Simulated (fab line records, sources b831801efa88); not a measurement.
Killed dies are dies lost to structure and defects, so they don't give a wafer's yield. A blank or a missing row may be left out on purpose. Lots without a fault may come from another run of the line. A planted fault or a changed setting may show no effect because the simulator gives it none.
Problem report in the 8D (eight disciplines) form, filled by code | flow gf180mcu | the parts of the form that need people (team, actions taken, sign-off) are left out

1. THE PROBLEM
cd_nm at GF_CONTACT_CD_MEAS_14 reads a mean of 247.4 nm on 12 wafers of 4 lots; wafers without a fault read 219.9 nm with a standard deviation of 1.3. That is +21 standard deviations from the usual mean.
The step: target cd 220 nm.
First seen on wafer L448.1, day 21 03:57, on cd_sem-02. The record holds 42 wafers of 14 lots with a number at this step. Rule for "out", or "out of limits": more than 4 standard deviations from the usual mean. The other wafers with a number count as sound.

2. WHAT IT IS AND WHAT IT IS NOT
question                    | is                     | is not
which readings at this step | cd_nm                  | -
which lots                  | L448, L449, L452, L454 | L435, L436, L439, L440, L441, L442, L443, L444, L450, L457
which wafers of those lots  | all that have a number | -
read on which gauges        | cd_sem-01, cd_sem-02   | -
when                        | from day 21 03:57      | up to then (24 sound wafers); but 6 sound wafers of L450, L457 came after

3. SUSPECTS, AND WHAT RULES EACH OUT
Counting: a tool at a process step up to the reading stays a suspect if it ran every lot that is out and no sound lot after the first of them.
- the gauge at GF_CONTACT_CD_MEAS_14: ruled out. The wafers that are out were read on 2 gauges (cd_sem-01, cd_sem-02).
- krf_scanner-01 at GF_CONTACT_EXPOSE_11 (exposes mask Contact, target cd 220 nm): kept. It ran every lot that is out, first L448 (day 20 16:08), and no sound lot after that; its last sound lot up to then is L443 (day 18 21:24). Its own readings are out on those wafers: exposure_dose_mJ_cm2.
Left after counting: krf_scanner-01 at GF_CONTACT_EXPOSE_11.

4. THE CAUSE (what the simulator had put in)
Process parameter drift: krf_scanner-01, from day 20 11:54 on, at GF_CONTACT_EXPOSE_11. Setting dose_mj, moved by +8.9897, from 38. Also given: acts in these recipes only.
Counting left only this tool.

5. THE CHAIN OF EFFECTS, in route order
Each row: a reading whose mean over the struck wafers that have a number lies more than 3 standard deviations from the usual. Only readings for which the record gives a usual standard deviation are gone through. hours: the time from each lot's start at the first step in this table that gives one to its start at this step, as a median over the lots. sigmas: the change in usual standard deviations.
hours | step                    | reading              | usual    | on struck wafers | change | sigmas
0     | GF_CONTACT_EXPOSE_11    | exposure_dose_mJ_cm2 | 38.01    | 45.23            | +7.22  | +99 or more
12    | GF_CONTACT_CD_MEAS_14   | cd_nm                | 219.9 nm | 247.4            | +27.5  | +21
290   | GF_PASSIVATION_PROBE_99 | killed_at_contacts   | 5.5      | 58.5             | +53.0  | +20
290   | GF_PASSIVATION_PROBE_99 | killed_dies          | 47       | 102              | +55    | +8.4
290   | GF_PASSIVATION_PROBE_99 | killed_on_rim        | 9.3      | 37.6             | +28.3  | +9.8
The process steps in it:
- GF_CONTACT_EXPOSE_11: exposes mask Contact, target cd 220 nm.
- GF_PASSIVATION_PROBE_99
Later measuring or inspecting steps at which every struck wafer that the step has a row for has a number for every such reading, and none has moved that far: GF_V3_THK_MEAS_03, GF_V5_THK_MEAS_03.

6. WHAT WOULD HAVE CAUGHT IT SOONER
In this record the first reading out of limits at a measuring or inspecting step was taken at day 21 03:57, 16 hours after the fault began at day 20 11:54.
The tool's own readings at GF_CONTACT_EXPOSE_11 were out on every struck wafer that the step has a row for (exposure_dose_mJ_cm2): an alarm limit on them would have fired on the first of those.
Of the lots that are out (4), L452, L454 began GF_CONTACT_EXPOSE_11 on krf_scanner-01 after day 21 03:57. A hold on the tool at that time would have spared those 2.
